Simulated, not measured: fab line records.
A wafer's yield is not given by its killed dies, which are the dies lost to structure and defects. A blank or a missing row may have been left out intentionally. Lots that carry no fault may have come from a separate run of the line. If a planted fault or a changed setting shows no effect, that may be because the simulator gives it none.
Matching of chambers | flow gf180mcu | GF_V2_CMP_26 on cmp-02: 4 sister chambers
The step polishes, stops on SiO2, t overpolish 15 s, target thk 0 nm. 8 wafers are shown with their chamber, then 9 later ones without.

WAFERS, EACH WITH ITS CHAMBER
wafer  | chamber | motor-current-A (A) | time-to-endpoint-s (s)
L890.2 | 3       | 13.3                | 86.0
L895.3 | 3       | 13.4                | 89.9
L904.3 | 0       | 10.7                | 89.0
L904.5 | 1       | 11.4                | 86.6
L904.6 | 2       | 11.4                | 91.2
L903.2 | 2       | 10.9                | 84.2
L903.3 | 0       | 11.0                | 82.7
L903.4 | 1       | 11.6                | 86.3

WAFERS WITH NO CHAMBER GIVEN
wafer  | motor-current-A (A) | time-to-endpoint-s (s)
L905.1 | 12.8                | 85.7
L905.2 | 11.1                | 84.2
L905.4 | 11.2                | 80.8
L907.3 | 12.8                | 82.0
L907.4 | 10.8                | 85.5
L907.5 | 10.6                | 83.1
L908.4 | 13.7                | 88.4
L908.5 | 10.3                | 82.3
L908.6 | 11.0                | 85.3

WHICH CHAMBER EACH ONE RAN IN
wafer  | from the rows above          | in truth
L905.1 | 3                            | 3
L905.2 | can't be placed: 2 or 0 or 1 | 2
L905.4 | can't be placed: 2 or 1 or 0 | 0
L907.3 | 3                            | 3
L907.4 | can't be placed: 0 or 2      | 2
L907.5 | can't be placed: 0 or 2      | 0
L908.4 | 3                            | 3
L908.5 | can't be placed: 0 or 2      | 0
L908.6 | can't be placed: 0 or 2 or 1 | 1
Correctly placed: 3 of 9. Can't be placed from these rows: 6 (the true chamber is among the candidates in 6). Placed wrongly: 0.
How it was worked out, from the rows above alone: a wafer's distance from a chamber is the root of the sum, over the readings, of the square of ((its reading less the chamber's mean) divided by the reading's scatter). The wafer belongs to the nearest chamber; if the next one is less than 2 further off, it can't be placed. The mean given for a chamber averages the wafers shown for that chamber. The scatter: take each reading less its chamber's mean, square it, sum over the shown wafers, divide by the number of wafers less the number of chambers, and take the root.
